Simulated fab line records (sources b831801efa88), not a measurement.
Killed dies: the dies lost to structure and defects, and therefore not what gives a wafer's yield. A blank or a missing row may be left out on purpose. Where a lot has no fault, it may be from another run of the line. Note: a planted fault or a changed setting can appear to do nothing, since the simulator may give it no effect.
A struck lot beside a sound one + flow sky130 + 16 out of 708 route steps
Sound: these wafers, L943.4, L943.5, L943.6. The struck wafers were L954.1, L954.2, L954.3. At the end, the cause is stated.
Order at every step that has rows: each side's tool, ch and its chambers, its first start. Under that, the readings that differ: sound wafers + struck wafers + difference of the means + sigmas: that difference in standard deviations of wafers without a fault.
alike: readings whose means differ by less than 2 such deviations, and words and numbers that are the same on both sides. not compared: withheld readings, readings that some wafer has no value for, bounds like >300 that may hide the same value, and numbers for which the record gives no deviation and whose values overlap.
A row with sigmas, a row that says differs or no value, or rows on one side alone: a step with any of these is where the two part. Non-overlapping numbers with no deviation appear without sigmas and do not part them. A reading that every wafer of one side lacks parts them only if that side has two wafers or more.

first, 3 steps without rows for these wafers: SKY_LI_CONTACT_EXPOSE_09 (exposes mask LICM1, target cd 170 nm); SKY_LI_CONTACT_PEB_10; SKY_LI_CONTACT_DEVELOP_11 (develop time 60 s).
SKY_LI_CONTACT_CD_MEAS_12 targets a cd of 170 nm.
  struck on cd-sem-01, day 33 16:29; sound on cd-sem-02, day 30 04:23
  alike: cd-nm
SKY_LI_CONTACT_OVL_MEAS_13:
  struck on overlay-02, day 33 16:36; sound on overlay-02, day 30 04:28
  alike: LI_CONTACT_OVL
SKY_LI_CONTACT_ETCH_14: etches BARC in N2/H2, stops on SiO2, time 45.9 s, target depth 60 nm.
  sound on rie-diel-03 ch 1,2, day 30 04:29; struck on rie-diel-03 ch 0,1,3, day 33 16:38
  alike: drypump-motor-current-A, oes-product-au, throttle-valve-pct
  not compared: rf-hours-counter-h
SKY_LI_CONTACT_ETCH_15: etches PSG in C4F8/O2/Ar, stops on Si, target depth 600 nm.
  sound on rie-diel-03 ch 1,2, day 30 04:32; struck on rie-diel-03 ch 0,1,3, day 33 16:41
  alike: oes-product-au
SKY_LI_CONTACT_STRIP_16: strips in O2/N2.
  sound on plasma-asher-04 ch 0,1, day 30 04:39; struck on plasma-asher-02 ch 0,1, day 33 16:46
  alike: drypump-motor-current-A, oes-product-au, strip-time-to-endpoint-s
  not compared: rf-hours-counter-h
then, 2 steps without rows for these wafers: SKY_LI_CONTACT_CLEAN_17 (cleans in NMP, time 600 s); SKY_LI_CONTACT_PRE_CLEAN_18 (time 5.6 s).
SKY_LI_CONTACT_SPUTTER_19: material Ti, target thk 20 nm, time 106.37 s.
  struck on pvd-sputter-02, day 33 17:04; sound on pvd-sputter-03, day 30 04:55
  alike: substrate-temp-c, throttle-valve-pct
then, 1 step without rows for these wafers: SKY_LI_CONTACT_SPUTTER_20 (material TiN, target thk 20 nm, time 80 s).
SKY_LI_CONTACT_CVD_21: deposits W, target thk 400 nm, time 120.56 s.
  sound on cvd-w-02 ch 0,1, day 30 05:05; struck on cvd-w-01 ch 0,1, day 33 17:12
| reading                                  | sound             | struck            | difference | sigmas |
|------------------------------------------|-------------------|-------------------|------------|--------|
| chamber-pressure-Torr (Torr)             | 39.96 39.98 39.91 | 36.60 36.65 36.58 | -3.34      | -42    |
| model.W_of_LI_CONTACT_CVD_21.thk-nm (nm) | 397.5 406.3 398.7 | 374 384.5 374.8   | -23        |        |
  alike: heater-power-w
SKY_LI_CONTACT_RS_MEAS_22: the measuring method here is four-point-probe.
  struck on film-metro-04, day 33 17:19; sound on film-metro-04, day 30 05:14
| reading                  | sound             | struck            | difference | sigmas |
|--------------------------|-------------------|-------------------|------------|--------|
| LI_CONTACT_W_RS (ohm/sq) | 0.286 0.280 0.285 | 0.305 0.297 0.305 | +0.019     | +6     |
SKY_LI_CONTACT_THK_MEAS_23: measures by xrf.
  struck on film-metro-04, day 33 17:26; sound on film-metro-04, day 30 05:19
| reading               | sound       | struck      | difference | sigmas |
|-----------------------|-------------|-------------|------------|--------|
| LI_CONTACT_W_THK (nm) | 412 417 413 | 385 397 387 | -24        | -4     |
SKY_LI_CONTACT_CMP_24: polishes, stops on PSG, t overpolish 20 s, target thk 0 nm.
  sound on cmp-01 ch 0,1,3, day 30 05:27; struck on cmp-01 ch 0,1,3, day 33 17:30
| reading          | sound             | struck            | difference | sigmas |
|------------------|-------------------|-------------------|------------|--------|
| platen-rpm (rpm) | 60.07 60.08 60.03 | 59.98 59.98 59.99 | -0.08      | -2     |
  alike: motor-current-A, overpolish-run-s, time-to-endpoint-s

WHERE THEY PART
At SKY_LI_CONTACT_CVD_21 first; at SKY_LI_CONTACT_CMP_24 last (within this record only).

WHY: the cause the simulator had injected
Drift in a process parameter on cvd-w-01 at SKY_LI_CONTACT_CVD_21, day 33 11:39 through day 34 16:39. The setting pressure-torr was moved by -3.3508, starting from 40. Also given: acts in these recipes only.
